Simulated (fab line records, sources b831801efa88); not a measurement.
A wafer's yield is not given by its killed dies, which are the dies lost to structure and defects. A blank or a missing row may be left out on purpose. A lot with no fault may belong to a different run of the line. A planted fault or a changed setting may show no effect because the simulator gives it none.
fab line records :: flow sky130 :: part 2 of 2: steps 27 to 40 of 40
record
  lots=5
  wafers=15
  lastDay=50
route steps=708 shown CONTACT@432 METAL1@434 VIA1@458
lots that met no fault: taken from a fault-free run of the same line
startH: hours from the record's opening day to when the first of the lot's shown wafers began :: waitH: hours since the lot's step before :: " repeats the value in the row above :: L1.1+2: one row covering several wafers at once :: - no value present, or no start provided :: * or withheld: withheld :: < > ~ a bound
route shown NAME@n: NAME is a module with steps in the file, n the number in the route of the first one :: usual: mean/standard deviation of fault-free wafers :: same: alike in all rows :: chamber/n: place in a boat :: sites: the reading at each site :: _std_site: standard deviation of those values :: _edge_site: outer sites' mean less inner sites' :: radiusMm: for every site, how far away it sits from the centre of the wafer :: mask NAME#n: copy n :: behind: the most recent tool/chamber to have shaped the wafer :: hold: the reason the lot was held/the length of the hold in hours/how it ended :: device: the transistor (n, p or np) that didn't switch :: end of line: tests run on the same wafers once the route is complete :: a step with no rows: only its recipe :: killed: at the first sort, the dies lost to defects and structure; wafer yield is something else :: map: the dies of a wafer, with x for killed, . for not killed, _ for no die there
set.NAME: the setting the step ran with; set.NAME@STEP: the setting that earlier step ran with :: model.NAME: the simulator's own value behind a step, which no gauge read
certain route steps with their lots: each step a table, each wafer a row
services: when a tool's chamber went out of use (startH, in hours from the record's first day, below 0 if earlier), for how many hours, and the reason
## steps
# step SKY_VIA1_HDPCVD_00
# recipe
  material=SiO2
  targetThkNm=1030
  sigmaOpenFrac=0.3
  timeS=171.7
  tempC=400
  sih4FlowSccm=60
  pressureMtorr=6
lot.wafer: L075.4+5+6
tool: hdpcvd-02
chamber: 0,1,2
startH: 770.22
waitH: 0.1

lot.wafer: L082.1+3+4
tool: hdpcvd-02
chamber: 2,0,1
startH: 830.91
waitH: 0.0

lot.wafer: L085.1+2+5
tool: hdpcvd-01
chamber: 2,1,0
startH: 865.62
waitH: 0.0

lot.wafer: L091.1+4+5
tool: hdpcvd-02
chamber: 0,1,2
startH: 901.40
waitH: 0.0

lot.wafer: L096.4+5+6
tool: hdpcvd-01
chamber: 0,1,2
startH: 936.83
waitH: 0.1
# step SKY_VIA1_THK_MEAS_01
# recipe
  reads=SiO2_of_VIA1_HDPCVD_00
# usual
  VIA1_HDPCVD_THK=1025/11
lot.wafer: L075.4
tool: filmMetro-03
chamber: -
startH: 770.31
waitH: 0.0
VIA1_HDPCVD_THK[nm]: 1018

lot.wafer: L075.5
tool: filmMetro-03
chamber: -
startH: 770.31
waitH: 0.0
VIA1_HDPCVD_THK[nm]: 1025

lot.wafer: L075.6
tool: filmMetro-03
chamber: -
startH: 770.31
waitH: 0.0
VIA1_HDPCVD_THK[nm]: 1022

lot.wafer: L082.1
tool: filmMetro-03
chamber: -
startH: 831.02
waitH: 0.1
VIA1_HDPCVD_THK[nm]: 1009

lot.wafer: L082.3
tool: filmMetro-03
chamber: -
startH: 831.02
waitH: 0.1
VIA1_HDPCVD_THK[nm]: 1019

lot.wafer: L082.4
tool: filmMetro-03
chamber: -
startH: 831.02
waitH: 0.1
VIA1_HDPCVD_THK[nm]: 1024

lot.wafer: L085.1
tool: filmMetro-03
chamber: -
startH: 865.73
waitH: 0.1
VIA1_HDPCVD_THK[nm]: 1028

lot.wafer: L085.2
tool: filmMetro-03
chamber: -
startH: 865.73
waitH: 0.1
VIA1_HDPCVD_THK[nm]: 1022

lot.wafer: L085.5
tool: filmMetro-03
chamber: -
startH: 865.73
waitH: 0.1
VIA1_HDPCVD_THK[nm]: 1019

lot.wafer: L091.1
tool: filmMetro-03
chamber: -
startH: 901.51
waitH: 0.1
VIA1_HDPCVD_THK[nm]: 1032

lot.wafer: L091.4
tool: filmMetro-03
chamber: -
startH: 901.51
waitH: 0.1
VIA1_HDPCVD_THK[nm]: 1048

lot.wafer: L091.5
tool: filmMetro-03
chamber: -
startH: 901.51
waitH: 0.1
VIA1_HDPCVD_THK[nm]: 1026

lot.wafer: L096.4
tool: filmMetro-01
chamber: -
startH: 936.91
waitH: 0.0
VIA1_HDPCVD_THK[nm]: 1002

lot.wafer: L096.5
tool: filmMetro-01
chamber: -
startH: 936.91
waitH: 0.0
VIA1_HDPCVD_THK[nm]: 1004

lot.wafer: L096.6
tool: filmMetro-01
chamber: -
startH: 936.91
waitH: 0.0
VIA1_HDPCVD_THK[nm]: 1022
# step SKY_VIA1_CMP_02
# recipe
  material=SiO2
  downForcePsi=4
  platenRpm=60
  padVelocityMS=0.94248
# usual
  motorCurrentA=11.0/1.1
lot.wafer: L075.4
tool: cmp-01
chamber: 1
startH: 770.44
waitH: 0.1
motorCurrentA: 12.7

lot.wafer: L075.5
tool: cmp-01
chamber: 3
startH: 770.44
waitH: 0.1
motorCurrentA: 9.2

lot.wafer: L075.6
tool: cmp-01
chamber: 0
startH: 770.44
waitH: 0.1
motorCurrentA: 10.2

lot.wafer: L082.1
tool: cmp-01
chamber: 2
startH: 831.13
waitH: 0.1
motorCurrentA: 10.7

lot.wafer: L082.3
tool: cmp-01
chamber: 3
startH: 831.13
waitH: 0.1
motorCurrentA: 9.7

lot.wafer: L082.4
tool: cmp-01
chamber: 0
startH: 831.13
waitH: 0.1
motorCurrentA: 10.2

lot.wafer: L085.2
tool: cmp-01
chamber: 1
startH: 865.79
waitH: 0.0
motorCurrentA: 12.6

lot.wafer: L085.1
tool: cmp-01
chamber: 0
startH: 865.79
waitH: 0.0
motorCurrentA: 10.1

lot.wafer: L085.5
tool: cmp-01
chamber: 2
startH: 865.79
waitH: 0.0
motorCurrentA: 10.7

lot.wafer: L091.1
tool: cmp-02
chamber: 0
startH: 901.57
waitH: 0.1
motorCurrentA: 10.7

lot.wafer: L091.4
tool: cmp-02
chamber: 2
startH: 901.57
waitH: 0.1
motorCurrentA: 12.2

lot.wafer: L091.5
tool: cmp-02
chamber: 1
startH: 901.57
waitH: 0.1
motorCurrentA: 12.6

lot.wafer: L096.4
tool: cmp-01
chamber: 3
startH: 937.14
waitH: 0.2
motorCurrentA: 9.3

lot.wafer: L096.6
tool: cmp-01
chamber: 1
startH: 937.14
waitH: 0.2
motorCurrentA: 12.8

lot.wafer: L096.5
tool: cmp-01
chamber: 2
startH: 937.14
waitH: 0.2
motorCurrentA: 11.4
# step SKY_VIA1_BOW_MEAS_03
# recipe
  mode=bow
# usual
  VIA1_BOW=81/7.2
lot.wafer: L075.4
tool: filmMetro-03
chamber: -
startH: 770.70
waitH: 0.2
VIA1_BOW[um]: 87

lot.wafer: L075.5
tool: filmMetro-03
chamber: -
startH: 770.70
waitH: 0.2
VIA1_BOW[um]: 71

lot.wafer: L075.6
tool: filmMetro-03
chamber: -
startH: 770.70
waitH: 0.2
VIA1_BOW[um]: 91

lot.wafer: L082.1
tool: filmMetro-01
chamber: -
startH: 831.38
waitH: 0.2
VIA1_BOW[um]: 77

lot.wafer: L082.3
tool: filmMetro-01
chamber: -
startH: 831.38
waitH: 0.2
VIA1_BOW[um]: 83

lot.wafer: L082.4
tool: filmMetro-01
chamber: -
startH: 831.38
waitH: 0.2
VIA1_BOW[um]: 81

lot.wafer: L085.1
tool: filmMetro-03
chamber: -
startH: 866.09
waitH: 0.1
VIA1_BOW[um]: 79

lot.wafer: L085.2
tool: filmMetro-03
chamber: -
startH: 866.09
waitH: 0.1
VIA1_BOW[um]: 84

lot.wafer: L085.5
tool: filmMetro-03
chamber: -
startH: 866.09
waitH: 0.1
VIA1_BOW[um]: 75

lot.wafer: L091.1
tool: filmMetro-02
chamber: -
startH: 901.87
waitH: 0.2
VIA1_BOW[um]: 75

lot.wafer: L091.4
tool: filmMetro-02
chamber: -
startH: 901.87
waitH: 0.2
VIA1_BOW[um]: 81

lot.wafer: L091.5
tool: filmMetro-02
chamber: -
startH: 901.87
waitH: 0.2
VIA1_BOW[um]: 82

lot.wafer: L096.4
tool: filmMetro-01
chamber: -
startH: 937.40
waitH: 0.2
VIA1_BOW[um]: 91

lot.wafer: L096.5
tool: filmMetro-01
chamber: -
startH: 937.40
waitH: 0.2
VIA1_BOW[um]: 78

lot.wafer: L096.6
tool: filmMetro-01
chamber: -
startH: 937.40
waitH: 0.2
VIA1_BOW[um]: 74
# step SKY_VIA1_DEHYDRATE_04
# recipe
  tempC=200
  timeS=60
# usual
  plateTempC=199.99/0.16
lot.wafer: L075.4
tool: lithoTrack-04
chamber: 0
startH: 783.57
waitH: 12.8
plateTempC: 199.94

lot.wafer: L075.5
tool: lithoTrack-04
chamber: 0
startH: 783.57
waitH: 12.8
plateTempC: 199.80

lot.wafer: L075.6
tool: lithoTrack-04
chamber: 0
startH: 783.57
waitH: 12.8
plateTempC: 200.08

lot.wafer: L082.1
tool: lithoTrack-02
chamber: 0
startH: 843.62
waitH: 12.2
plateTempC: 199.92

lot.wafer: L082.3
tool: lithoTrack-02
chamber: 0
startH: 843.62
waitH: 12.2
plateTempC: 200.08

lot.wafer: L082.4
tool: lithoTrack-02
chamber: 0
startH: 843.62
waitH: 12.2
plateTempC: 200.09

lot.wafer: L085.1
tool: lithoTrack-02
chamber: 0
startH: 879.07
waitH: 13.0
plateTempC: 200.12

lot.wafer: L085.2
tool: lithoTrack-02
chamber: 0
startH: 879.07
waitH: 13.0
plateTempC: 200.07

lot.wafer: L085.5
tool: lithoTrack-02
chamber: 0
startH: 879.07
waitH: 13.0
plateTempC: 200.10

lot.wafer: L091.1
tool: lithoTrack-04
chamber: 0
startH: 913.79
waitH: 11.9
plateTempC: 200.07

lot.wafer: L091.4
tool: lithoTrack-04
chamber: 0
startH: 913.79
waitH: 11.9
plateTempC: 200.00

lot.wafer: L091.5
tool: lithoTrack-04
chamber: 0
startH: 913.79
waitH: 11.9
plateTempC: 199.98

lot.wafer: L096.4
tool: lithoTrack-04
chamber: 0
startH: 948.07
waitH: 10.6
plateTempC: 200.24

lot.wafer: L096.5
tool: lithoTrack-04
chamber: 0
startH: 948.07
waitH: 10.6
plateTempC: 200.19

lot.wafer: L096.6
tool: lithoTrack-04
chamber: 0
startH: 948.07
waitH: 10.6
plateTempC: 200.19
# step SKY_VIA1_HMDS_05
# recipe
  primeTimeS=60
  primeTempC=120
lot.wafer: L075.4+5+6
tool: lithoTrack-04
chamber: 0
startH: 783.72
waitH: 0.1

lot.wafer: L082.1+3+4
tool: lithoTrack-02
chamber: 0
startH: 843.77
waitH: 0.1

lot.wafer: L085.1+2+5
tool: lithoTrack-02
chamber: 0
startH: 879.22
waitH: 0.1

lot.wafer: L091.1+4+5
tool: lithoTrack-04
chamber: 0
startH: 913.94
waitH: 0.1

lot.wafer: L096.4+5+6
tool: lithoTrack-04
chamber: 0
startH: 948.22
waitH: 0.1
# step SKY_VIA1_COAT_06
# recipe
  resist=BARC
  tempC=withheld
  timeS=withheld
  spinRpm=3000
  resistThkNm=60
lot.wafer: L075.4+5+6
tool: lithoTrack-04
chamber: 0
startH: 783.87
waitH: 0.1

lot.wafer: L082.1+3+4
tool: lithoTrack-02
chamber: 0
startH: 843.92
waitH: 0.1

lot.wafer: L085.1+2+5
tool: lithoTrack-02
chamber: 0
startH: 879.37
waitH: 0.1

lot.wafer: L091.1+4+5
tool: lithoTrack-04
chamber: 0
startH: 914.09
waitH: 0.1

lot.wafer: L096.4+5+6
tool: lithoTrack-04
chamber: 0
startH: 948.37
waitH: 0.1
# step SKY_VIA1_COAT_07
# recipe
  resist=KrF-thick
  spinRpm=3000
  resistThkNm=450
lot.wafer: L075.4+5+6
tool: lithoTrack-04
chamber: 0
startH: -
waitH: -

lot.wafer: L082.1+3+4
tool: lithoTrack-02
chamber: 0
startH: -
waitH: -

lot.wafer: L085.1+2+5
tool: lithoTrack-02
chamber: 0
startH: -
waitH: -

lot.wafer: L091.1+4+5
tool: lithoTrack-04
chamber: 0
startH: -
waitH: -

lot.wafer: L096.4+5+6
tool: lithoTrack-04
chamber: 0
startH: -
waitH: -
# step SKY_VIA1_SOFTBAKE_08
# recipe
  tempC=100
  timeS=90
  resist=KrF-thick
# usual
  plateTempC=100.00/0.12
lot.wafer: L075.4
tool: lithoTrack-04
chamber: 0
startH: -
waitH: -
plateTempC: 99.96

lot.wafer: L075.5
tool: lithoTrack-04
chamber: 0
startH: -
waitH: -
plateTempC: 99.96

lot.wafer: L075.6
tool: lithoTrack-04
chamber: 0
startH: -
waitH: -
plateTempC: 99.87

lot.wafer: L082.1
tool: lithoTrack-02
chamber: 0
startH: -
waitH: -
plateTempC: 100.09

lot.wafer: L082.3
tool: lithoTrack-02
chamber: 0
startH: -
waitH: -
plateTempC: 100.02

lot.wafer: L082.4
tool: lithoTrack-02
chamber: 0
startH: -
waitH: -
plateTempC: 100.32

lot.wafer: L085.1
tool: lithoTrack-02
chamber: 0
startH: -
waitH: -
plateTempC: 99.92

lot.wafer: L085.2
tool: lithoTrack-02
chamber: 0
startH: -
waitH: -
plateTempC: 100.05

lot.wafer: L085.5
tool: lithoTrack-02
chamber: 0
startH: -
waitH: -
plateTempC: 99.95

lot.wafer: L091.1
tool: lithoTrack-04
chamber: 0
startH: -
waitH: -
plateTempC: 100.07

lot.wafer: L091.4
tool: lithoTrack-04
chamber: 0
startH: -
waitH: -
plateTempC: 100.00

lot.wafer: L091.5
tool: lithoTrack-04
chamber: 0
startH: -
waitH: -
plateTempC: 99.95

lot.wafer: L096.4
tool: lithoTrack-04
chamber: 0
startH: -
waitH: -
plateTempC: 100.13

lot.wafer: L096.5
tool: lithoTrack-04
chamber: 0
startH: -
waitH: -
plateTempC: 99.96

lot.wafer: L096.6
tool: lithoTrack-04
chamber: 0
startH: -
waitH: -
plateTempC: 100.18
# step SKY_VIA1_EXPOSE_09
# recipe
  maskId=VIM
  na=0.8
  sourceShape=annular
  sigmaInner=0.55
  sigmaOuter=0.85
  targetCdNm=150
  doseMj=38
lot.wafer: L075.4+5+6
tool: krfScanner-02
chamber: 0
startH: -
waitH: -
mask: VIM#0

lot.wafer: L082.1+3+4
tool: krfScanner-02
chamber: 0
startH: -
waitH: -
mask: VIM#0

lot.wafer: L085.1+2+5
tool: krfScanner-01
chamber: 0
startH: -
waitH: -
mask: VIM#0

lot.wafer: L091.1+4+5
tool: krfScanner-01
chamber: 0
startH: -
waitH: -
mask: VIM#0

lot.wafer: L096.4+5+6
tool: krfScanner-01
chamber: 0
startH: -
waitH: -
mask: VIM#0
# step SKY_VIA1_PEB_10
# recipe
  pebTempC=withheld
  pebTimeS=withheld
  resist=KrF-thick
lot.wafer: L075.4+5+6
tool: lithoTrack-04
chamber: 0
startH: -
waitH: -

lot.wafer: L082.1+3+4
tool: lithoTrack-04
chamber: 0
startH: -
waitH: -

lot.wafer: L085.1+2+5
tool: lithoTrack-02
chamber: 0
startH: -
waitH: -

lot.wafer: L091.1+4+5
tool: lithoTrack-03
chamber: 0
startH: -
waitH: -

lot.wafer: L096.4+5+6
tool: lithoTrack-02
chamber: 0
startH: -
waitH: -
# step SKY_VIA1_DEVELOP_11
# recipe
  developTimeS=60
  resist=KrF-thick
  devTempC=21
lot.wafer: L075.4+5+6
tool: lithoTrack-04
chamber: 0
startH: -
waitH: -

lot.wafer: L082.1+3+4
tool: lithoTrack-04
chamber: 0
startH: -
waitH: -

lot.wafer: L085.1+2+5
tool: lithoTrack-02
chamber: 0
startH: -
waitH: -

lot.wafer: L091.1+4+5
tool: lithoTrack-03
chamber: 0
startH: -
waitH: -

lot.wafer: L096.4+5+6
tool: lithoTrack-02
chamber: 0
startH: -
waitH: -
# step SKY_VIA1_CD_MEAS_12
# recipe
  targetCdNm=150
# usual
  cdNm=150.3/1.6
lot.wafer: L075.4
tool: cdSem-01
chamber: -
startH: 797.50
waitH: -
cdNm: 149.2

lot.wafer: L075.5
tool: cdSem-01
chamber: -
startH: 797.50
waitH: -
cdNm: 149.8

lot.wafer: L075.6
tool: cdSem-01
chamber: -
startH: 797.50
waitH: -
cdNm: 149.5

lot.wafer: L082.1
tool: cdSem-02
chamber: -
startH: 856.79
waitH: -
cdNm: 151.2

lot.wafer: L082.3
tool: cdSem-02
chamber: -
startH: 856.79
waitH: -
cdNm: 150.4

lot.wafer: L082.4
tool: cdSem-02
chamber: -
startH: 856.79
waitH: -
cdNm: 151.2

lot.wafer: L085.1
tool: cdSem-02
chamber: -
startH: 892.07
waitH: -
cdNm: 149.2

lot.wafer: L085.2
tool: cdSem-02
chamber: -
startH: 892.07
waitH: -
cdNm: 147.1

lot.wafer: L085.5
tool: cdSem-02
chamber: -
startH: 892.07
waitH: -
cdNm: 149.1

lot.wafer: L091.1
tool: cdSem-01
chamber: -
startH: 927.12
waitH: -
cdNm: 148.3

lot.wafer: L091.4
tool: cdSem-01
chamber: -
startH: 927.12
waitH: -
cdNm: 148.2

lot.wafer: L091.5
tool: cdSem-01
chamber: -
startH: 927.12
waitH: -
cdNm: 148.9

lot.wafer: L096.4
tool: cdSem-01
chamber: -
startH: 961.64
waitH: -
cdNm: 152.7

lot.wafer: L096.5
tool: cdSem-01
chamber: -
startH: 961.64
waitH: -
cdNm: 152.7

lot.wafer: L096.6
tool: cdSem-01
chamber: -
startH: 961.64
waitH: -
cdNm: 152.0
# step SKY_VIA1_OVL_MEAS_13
# usual
  VIA1_OVL=5/4.6
lot.wafer: L075.4
tool: overlay-02
chamber: -
startH: 797.58
waitH: 0.1
VIA1_OVL[nm]: 11

lot.wafer: L075.5
tool: overlay-02
chamber: -
startH: 797.58
waitH: 0.1
VIA1_OVL[nm]: 13

lot.wafer: L075.6
tool: overlay-02
chamber: -
startH: 797.58
waitH: 0.1
VIA1_OVL[nm]: 9

lot.wafer: L082.1
tool: overlay-02
chamber: -
startH: 856.91
waitH: 0.1
VIA1_OVL[nm]: 10

lot.wafer: L082.3
tool: overlay-02
chamber: -
startH: 856.91
waitH: 0.1
VIA1_OVL[nm]: 6

lot.wafer: L082.4
tool: overlay-02
chamber: -
startH: 856.91
waitH: 0.1
VIA1_OVL[nm]: 14

lot.wafer: L085.1
tool: overlay-01
chamber: -
startH: 892.19
waitH: 0.1
VIA1_OVL[nm]: 11

lot.wafer: L085.2
tool: overlay-01
chamber: -
startH: 892.19
waitH: 0.1
VIA1_OVL[nm]: 9

lot.wafer: L085.5
tool: overlay-01
chamber: -
startH: 892.19
waitH: 0.1
VIA1_OVL[nm]: 8

lot.wafer: L091.1
tool: overlay-01
chamber: -
startH: 927.24
waitH: 0.1
VIA1_OVL[nm]: 2

lot.wafer: L091.4
tool: overlay-01
chamber: -
startH: 927.24
waitH: 0.1
VIA1_OVL[nm]: 6

lot.wafer: L091.5
tool: overlay-01
chamber: -
startH: 927.24
waitH: 0.1
VIA1_OVL[nm]: 4

lot.wafer: L096.4
tool: overlay-02
chamber: -
startH: 961.71
waitH: 0.1
VIA1_OVL[nm]: 0

lot.wafer: L096.5
tool: overlay-02
chamber: -
startH: 961.71
waitH: 0.1
VIA1_OVL[nm]: 7

lot.wafer: L096.6
tool: overlay-02
chamber: -
startH: 961.71
waitH: 0.1
VIA1_OVL[nm]: 10
## services
tool: krfScanner-02
chamber: -
startH: 735.12
hours: 1.3
kind: pm

tool: krfScanner-01
chamber: -
startH: 737.18
hours: 1.0
kind: pm

tool: cmp-02
chamber: -
startH: 744.26
hours: 4.0
kind: pm

tool: pvdSputter-04
chamber: -
startH: 753.35
hours: 3.0
kind: repair

tool: cmp-02
chamber: -
startH: 763.98
hours: 7.1
kind: repair

tool: krfScanner-01
chamber: -
startH: 766.75
hours: 2.8
kind: repair

tool: cmp-02
chamber: -
startH: 771.37
hours: 1.0
kind: repair

tool: krfScanner-01
chamber: -
startH: 775.40
hours: 0.3
kind: repair

tool: pvdSputter-01
chamber: -
startH: 775.56
hours: 2.4
kind: repair

tool: cmp-02
chamber: -
startH: 776.88
hours: 11.8
kind: repair

tool: krfScanner-01
chamber: -
startH: 777.50
hours: 0.8
kind: pm

tool: cmp-02
chamber: -
startH: 783.87
hours: 12.0
kind: repair

tool: krfScanner-02
chamber: -
startH: 792.12
hours: 0.8
kind: pm

tool: cmp-01
chamber: -
startH: 796.02
hours: 7.4
kind: pm

tool: pvdSputter-03
chamber: -
startH: 796.38
hours: 8.3
kind: repair

tool: cmp-02
chamber: -
startH: 812.85
hours: 1.7
kind: repair

tool: cmp-02
chamber: -
startH: 814.53
hours: 3.2
kind: pm

tool: cmp-02
chamber: -
startH: 819.42
hours: 8.4
kind: pm

tool: krfScanner-02
chamber: -
startH: 820.62
hours: 1.0
kind: pm

tool: cmp-01
chamber: -
startH: 832.54
hours: 1.8
kind: repair

tool: cmp-01
chamber: -
startH: 837.20
hours: 4.2
kind: pm

tool: krfScanner-01
chamber: -
startH: 846.60
hours: 1.3
kind: pm

tool: rieMetal-02
chamber: -
startH: 847.10
hours: 1.4
kind: pm

tool: rieMetal-01
chamber: -
startH: 893.41
hours: 1.4
kind: pm
